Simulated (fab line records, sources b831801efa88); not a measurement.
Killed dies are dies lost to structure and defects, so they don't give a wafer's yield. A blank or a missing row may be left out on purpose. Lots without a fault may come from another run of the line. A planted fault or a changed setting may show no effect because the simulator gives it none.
fab line records | flow sky130
record lots=5 wafers=15 last_day=49
route steps=708 shown LDD_HVP@281 LDD_LDN@289 PAD_OPEN@708
lots that met no fault: from a run of the same line without faults
start_h: hours from the record's first day to the start of the lot's first wafer shown | wait_h: hours since the lot's step before | " the same as in the row above | L1.1+2: a row that stands for several wafers | - no value, or no start given | * or withheld: withheld | < > ~ a bound
route shown NAME@n: a module of which the file shows steps, and the number in the route of the first | usual: mean/standard deviation of fault-free wafers | same: alike in all rows | chamber/n: place in a boat | sites: the reading at each site | _std_site: their standard deviation | _edge_site: outer sites' mean less inner sites' | radius_mm: how far each site lies from the wafer's centre | mask NAME#n: copy n | behind: the tool/chamber that last shaped the wafer | hold: why the lot was held/for how many hours/how that ended | device: the transistor (n, p or np) that didn't switch | end of line: the same wafers' tests at the end of the route | a step without rows: its recipe alone | killed: dies lost to structure and defects at the first sort, not the wafer's yield | map: a wafer's dies, x killed, . not, _ none there
set.NAME: the setting as run; set.NAME@STEP: as run at that earlier step | model.NAME: the simulator's own value behind a step, which no gauge read
lots at some steps of the route; a table a step, a row a wafer
services: from which hour (start_h, from the record's first day; less than 0 if before it) a tool's chamber was out of use, for how many hours, and why
## steps
# step SKY_LDD_HVP_SOFTBAKE_03
# recipe temp_c=90 time_s=60 resist=NOVOLAK
# step SKY_LDD_HVP_EXPOSE_04
# recipe mask_id=HVPTM na=0.6 source_shape=conventional sigma_outer=0.6 polarization=unpolarized target_cd_nm=700 dose_mj=86
# step SKY_LDD_HVP_PEB_05
# recipe temp_c=withheld time_s=* resist=NOVOLAK
# step SKY_LDD_HVP_DEVELOP_06
# recipe resist=NOVOLAK developer=TMAH develop_time_s=60 dev_temp_c=23
# step SKY_LDD_HVP_OVL_MEAS_07
# usual LDD_HVP_OVL=-0.1/1.6
# columns lot.wafer tool chamber start_h wait_h LDD_HVP_OVL[nm]
L288.1 overlay-01 - 562.49 0.2 0.2
L288.2 " - " " -0.4
L288.5 " - " " -1.3
L297.1 overlay-02 - 632.24 0.1 -2.2
L297.2 " - " " -2.5
L297.3 " - " " -1.7
L301.1 overlay-01 - 661.99 0.1 0.0
L301.2 " - " " 0.0
L301.4 " - " " -0.6
L302.1 overlay-02 - 670.92 0.1 -1.5
L302.5 " - " " -0.6
L302.6 " - " " 0.0
L303.3 overlay-01 - 671.05 0.1 0.8
L303.4 " - " " -0.1
L303.6 " - " " -0.1
# step SKY_LDD_HVP_IMPLANT_08
# recipe species=B energy_kev=20 dose_cm2=1.7e+13 tilt_deg=17.9
# step SKY_LDD_HVP_STRIP_09
# recipe chemistry=O2/N2 power_w=1400 pressure_mtorr=1500 platen_temp_c=withheld o2_flow_sccm=3000 n2_flow_sccm=300 overash_fraction=0.5
# usual drypump_motor_current_A=5.8/0.58 n2_flow_sccm=300.0/0.89 oes_product_au=0.408/0.005 strip_time_to_endpoint_s=4.131/0.015
# columns lot.wafer tool chamber start_h wait_h drypump_motor_current_A n2_flow_sccm oes_product_au rf_hours_counter_h strip_time_to_endpoint_s
L288.1 plasma_asher-03 1 562.68 0.1 6.0 301.9 0.412 42 4.104
L288.2 " 0 " " 5.0 300.8 0.408 42 4.138
L288.5 " 0 " " 5.0 299.8 0.415 - 4.125
L297.1 plasma_asher-04 0 632.42 0.1 5.3 300.5 0.410 95 4.120
L297.2 " 1 " " 6.3 299.8 0.412 95 4.139
L297.3 " 1 " " 6.2 299.8 0.415 - 4.144
L301.1 plasma_asher-02 0 662.17 0.1 5.3 299.1 0.399 86 4.152
L301.2 " 1 " " 6.6 299.8 0.408 86 4.145
L301.4 " 1 " " 6.6 300.6 0.418 - 4.154
L302.1 plasma_asher-04 1 671.10 0.1 6.3 299.4 0.408 99 4.131
L302.5 " 1 " " 6.3 301.0 0.400 - 4.178
L302.6 " 0 " " 5.3 300.4 0.412 - 4.127
L303.3 plasma_asher-03 1 671.26 0.1 6.0 299.6 0.404 - 4.115
L303.4 " 0 " " 5.0 300.9 0.410 - 4.114
L303.6 " 0 " " 5.0 299.5 0.402 - 4.128
# step SKY_LDD_HVP_TW_MEAS_10
# usual LDD_HVP_TW=458.4/2.4
# columns lot.wafer tool chamber start_h wait_h LDD_HVP_TW
L288.1 film_metro-01 - 562.78 0.1 458.3
L288.2 " - " " 457.6
L288.5 " - " " 457.9
L297.1 film_metro-03 - 632.52 0.1 461.9
L297.2 " - " " 459.6
L297.3 " - " " 459.7
L301.1 film_metro-01 - 662.27 0.1 454.1
L301.2 " - " " 455.4
L301.4 " - " " 455.5
L302.1 film_metro-01 - 671.20 0.1 455.6
L302.5 " - " " 457.4
L302.6 " - " " 455.9
L303.3 film_metro-03 - 671.34 0.1 459.2
L303.4 " - " " 461.5
L303.6 " - " " 460.9
# step SKY_LDD_LDN_DEHYDRATE_00
# recipe temp_c=200 time_s=60
# step SKY_LDD_LDN_HMDS_01
# recipe prime_time_s=60 prime_temp_c=120
# step SKY_LDD_LDN_COAT_02
# recipe resist=NOVOLAK spin_rpm=3000 resist_thk_nm=1140
# step SKY_LDD_LDN_SOFTBAKE_03
# recipe temp_c=90 time_s=60 resist=NOVOLAK
# step SKY_LDD_LDN_EXPOSE_04
# recipe mask_id=LDNTM na=0.6 source_shape=conventional sigma_outer=0.6 polarization=unpolarized target_cd_nm=700 dose_mj=140
# columns lot.wafer tool chamber start_h wait_h mask
L288.1+2+5 iline_stepper-01 0 576.99 - HVPTM#0
L297.1+2+3 iline_stepper-02 0 646.14 - LDNTM#0
L301.1+2+4 iline_stepper-01 0 675.31 - LDNTM#0
L302.1+5+6 iline_stepper-01 0 684.36 - LDNTM#0
L303.3+4+6 iline_stepper-01 0 684.70 - LDNTM#0
# step SKY_LDD_LDN_PEB_05
# recipe temp_c=withheld time_s=* resist=NOVOLAK
# step SKY_LDD_LDN_DEVELOP_06
# recipe resist=NOVOLAK developer=TMAH develop_time_s=60 dev_temp_c=23
# step SKY_LDD_LDN_OVL_MEAS_07
# usual LDD_LDN_OVL=0.3/1.5
# columns lot.wafer tool chamber start_h wait_h LDD_LDN_OVL[nm]
L288.1 overlay-02 - 592.14 0.1 -
L288.2 " - " " -
L288.5 " - " " -
L297.1 overlay-02 - 660.29 0.1 -0.7
L297.2 " - " " -1.5
L297.3 " - " " -0.3
L301.1 overlay-02 - 688.44 0.1 0.4
L301.2 " - " " -0.7
L301.4 " - " " -2.1
L302.1 overlay-01 - 696.89 0.1 -0.1
L302.5 " - " " -0.9
L302.6 " - " " 0.6
L303.3 overlay-01 - 697.13 0.1 -1.6
L303.4 " - " " -1.4
L303.6 " - " " -1.2
# step SKY_LDD_LDN_IMPLANT_08
# recipe species=As energy_kev=15 dose_cm2=1.25e+13 tilt_deg=withheld rotation_deg=23
# step SKY_LDD_LDN_IMPLANT_09
# recipe species=As energy_kev=15 dose_cm2=1.25e+13 tilt_deg=withheld rotation_deg=113
# step SKY_LDD_LDN_IMPLANT_10
# recipe species=As energy_kev=15 dose_cm2=1.25e+13 tilt_deg=withheld rotation_deg=203
# step SKY_LDD_LDN_IMPLANT_11
# recipe species=As energy_kev=15 dose_cm2=1.25e+13 tilt_deg=withheld rotation_deg=293
# step SKY_LDD_LDN_STRIP_12
# recipe chemistry=O2/N2 power_w=1400 pressure_mtorr=1500 platen_temp_c=withheld o2_flow_sccm=3000 n2_flow_sccm=300 overash_fraction=0.5
# usual drypump_motor_current_A=5.7/0.59 n2_flow_sccm=299.9/0.9 oes_product_au=0.715/0.0041 strip_time_to_endpoint_s=14.17/0.046
# columns lot.wafer tool chamber start_h wait_h drypump_motor_current_A n2_flow_sccm oes_product_au rf_hours_counter_h strip_time_to_endpoint_s
L288.1 plasma_asher-03 0 592.78 0.1 5.0 300.3 0.709 45 14.23
L288.2 " 1 " " 5.9 298.6 0.722 45 14.19
L288.5 " 1 " " 5.9 299.2 0.718 - 14.20
L297.1 plasma_asher-03 0 660.93 0.1 5.0 300.5 0.710 52 14.28
L297.2 " 1 " " 6.0 300.3 0.714 52 14.26
L297.3 " 0 " " 5.0 300.2 0.719 - 14.21
L301.1 plasma_asher-03 0 689.08 0.1 5.0 301.0 0.713 55 14.25
L301.2 " 1 " " 6.0 301.3 0.721 55 14.28
L301.4 " 1 " " 6.0 298.6 0.719 - 14.23
L302.1 plasma_asher-01 1 697.53 0.1 6.4 300.9 0.716 27 14.21
L302.5 " 1 " " 6.4 300.5 0.712 - 14.17
L302.6 " 0 " " 5.6 300.1 0.719 - 14.19
L303.3 plasma_asher-03 1 697.79 0.1 6.0 300.0 0.713 - 14.17
L303.4 " 0 " " 5.0 300.4 0.722 - 14.21
L303.6 " 0 " " 5.0 299.4 0.712 - 14.21
# step SKY_LDD_LDN_TW_MEAS_13
# usual LDD_LDN_TW=1482/15
# columns lot.wafer tool chamber start_h wait_h LDD_LDN_TW
L288.1 film_metro-03 - 592.88 0.1 30
L288.2 " - " " 30
L288.5 " - " " 30
L297.1 film_metro-04 - 661.03 0.1 1492
L297.2 " - " " 1491
L297.3 " - " " 1498
L301.1 film_metro-04 - 689.18 0.1 1492
L301.2 " - " " 1487
L301.4 " - " " 1484
L302.1 film_metro-02 - 697.63 0.1 1455
L302.5 " - " " 1468
L302.6 " - " " 1461
L303.3 film_metro-04 - 697.87 0.1 1478
L303.4 " - " " 1485
L303.6 " - " " 1480
# step SKY_LDD_LDN_CLEAN_14
# recipe chemistry=SC1/SC2 mix=1:4:20 temp_c=70 time_s=150 dry=n2_spin
# step SKY_PAD_OPEN_PROBE_99
# usual killed_at_M0_to_M3=43/6.8 killed_at_M4_up=2.9/1.7 killed_at_contacts=24/5.4 killed_at_front_end=15/4.8 killed_at_other=0.3/0.57 killed_dies=85/9.4 killed_on_rim=16/4 killed_open=47/7.5 killed_short=38/5.7
# same gross_dies=492 killed_at_back_side=0
# columns lot.wafer tool chamber start_h wait_h killed_at_M0_to_M3 killed_at_M4_up killed_at_contacts killed_at_front_end killed_at_other killed_dies killed_on_rim killed_open killed_short
L288.1 prober-02 - 1111.90 0.1 35 5 28 424 0 492 96 44 33
L288.2 prober-02 - 1111.95 0.1 43 5 32 412 0 492 96 56 42
L288.5 prober-02 - 1112.10 0.2 47 1 22 422 0 492 96 51 32
L301.1 prober-02 - 1173.22 0.1 47 2 15 11 0 75 12 41 34
L301.2 prober-02 - 1173.27 0.1 49 6 29 12 0 96 22 53 43
L301.4 prober-02 - 1173.37 0.2 44 1 21 8 0 74 19 37 37
# killed by level:class
L288.1 LDD_LDN:area_expose=415 CONTACT:geometric_particle:open=12 CONTACT:geometric_particle:short=7 VIA2:geometric_particle:open=7 VIA3:geometric_particle:open=7 METAL1:geometric_particle:short=5 VIA1:geometric_particle:open=5 FIELD_ISO:geometric_particle:short=3
L288.2 LDD_LDN:area_expose=394 CONTACT:geometric_particle:open=11 VIA1:geometric_particle:open=11 VIA3:geometric_particle:open=10 VIA1:geometric_particle:short=8 LI_CONTACT:geometric_particle:open=6 CONTACT:geometric_particle:short=6 FIELD_ISO:geometric_particle:open=5
L288.5 LDD_LDN:area_expose=409 VIA1:geometric_particle:open=11 VIA3:geometric_particle:open=10 CONTACT:geometric_particle:open=8 LI_CONTACT:geometric_particle:open=5 METAL1:geometric_particle:short=5 METAL1:geometric_particle:open=4 METAL2:geometric_particle:short=4
L301.1 VIA1:geometric_particle:open=17 METAL1:geometric_particle:short=7 LI_CONTACT:geometric_particle:open=6 METAL2:geometric_particle:short=6 VIA2:geometric_particle:open=6 POLY_GATE:geometric_particle:short=5 VIA1:geometric_particle:short=5 CONTACT:geometric_particle:open=4
L301.2 VIA1:geometric_particle:open=13 CONTACT:geometric_particle:open=10 METAL1:geometric_particle:short=10 VIA3:geometric_particle:open=8 VIA2:geometric_particle:open=7 CONTACT:geometric_particle:short=6 LI_CONTACT:geometric_particle:open=5 METAL4:geometric_particle:short=5
L301.4 VIA1:geometric_particle:open=11 CONTACT:geometric_particle:open=7 LI_CONTACT:geometric_particle:open=6 METAL2:geometric_particle:short=6 VIA2:geometric_particle:open=6 VIA2:geometric_particle:short=5 POLY_GATE:geometric_particle:short=4 VIA3:geometric_particle:open=4
# map L288.1 (x killed, . not)
__________xxxxxxxxxx_________
________xxxxxxxxxxxxxx_______
______xxxxxxxxxxxxxxxxxx_____
_____xxxxxxxxxxxxxxxxxxxx____
____xxxxxxxxxxxxxxxxxxxxxx___
___xxxxxxxxxxxxxxxxxxxxxxxx__
__xxxxxxxxxxxxxxxxxxxxxxxxxx_
_xxxxxxxxxxxxxxxxxxxxxxxxxxxx
_xxxxxxxxxxxxxxxxxxxxxxxxxxxx
_xxxxxxxxxxxxxxxxxxxxxxxxxxxx
_xxxxxxxxxxxxxxxxxxxxxxxxxxxx
_xxxxxxxxxxxxxxxxxxxxxxxxxxxx
_xxxxxxxxxxxxxxxxxxxxxxxxxxxx
_xxxxxxxxxxxxxxxxxxxxxxxxxxxx
_xxxxxxxxxxxxxxxxxxxxxxxxxxxx
__xxxxxxxxxxxxxxxxxxxxxxxxxx_
___xxxxxxxxxxxxxxxxxxxxxxxx__
____xxxxxxxxxxxxxxxxxxxxxx___
_____xxxxxxxxxxxxxxxxxxxx____
______xxxxxxxxxxxxxxxxxx_____
________xxxxxxxxxxxxxx_______
__________xxxxxxxxxx_________
# map L302.1 (x killed, . not)
__________..x......._________
________....x..x....x._______
______.....xx..........._____
_____.x..........x.....x.____
____......x.......x...x...___
___.x..x.x.x.x........xx..x__
__....x...x.xx...x.xx....x.._
_........x...x...............
_xxx..............x........x.
_.x.x...........x...x........
_..xx.....x.xxxx..x...xxx....
_...x.xx............xx.......
_.........x.................x
_.x......x.........x..x..xx..
_..x..xxx..x..x....x......x..
__x.....x...x.........x....x_
___......x.x.x.....x.......__
____.x...x.x...x.x...x....___
_____...x.x...x..xx......____
______...........x....x._____
________x....x..x....._______
__________.........._________
## services
# columns tool chamber start_h hours kind
plasma_asher-03 - 556.93 2.8 pm
iline_stepper-01 - 597.12 1.7 pm
iline_stepper-01 - 599.51 21.6 repair
plasma_asher-02 - 610.81 5.7 repair
plasma_asher-01 - 639.51 1.0 repair
plasma_asher-04 - 646.20 2.3 repair
plasma_asher-02 - 658.28 0.7 repair
iline_stepper-02 - 671.05 27.7 repair
plasma_asher-03 - 689.29 3.5 repair
## key
first_sign step=SKY_LDD_LDN_EXPOSE_04 reading=mask direction=changed
effect step=SKY_LDD_LDN_OVL_MEAS_07 reading=LDD_LDN_OVL direction=missing
effect step=SKY_LDD_LDN_TW_MEAS_13 reading=LDD_LDN_TW direction=down sigmas=99+ usual=1482 struck=30
effect step=SKY_PAD_OPEN_PROBE_99 reading=killed_at_front_end direction=up sigmas=84 usual=15 struck=419
more_kills_born_at SKY_LDD_LDN_EXPOSE_04@iline_stepper-01=1218
met_at SKY_LDD_LDN_EXPOSE_04
struck_wafers L288.1,L288.2,L288.5
tester_left_out L288
fault kind=wrong_mask tool=any chamber=- onset_h=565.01 steps=SKY_LDD_LDN_EXPOSE_04 aux_copy=HVPTM#0 scope=struck_lots_only
# tester_left_out: of these lots the tester's yield and bins aren't shown, on N5 and GAA mostly nor the transistor test; their killed dies are dies lost to structure and defects alone, not to doping, threshold or leakage, so they don't give the yield
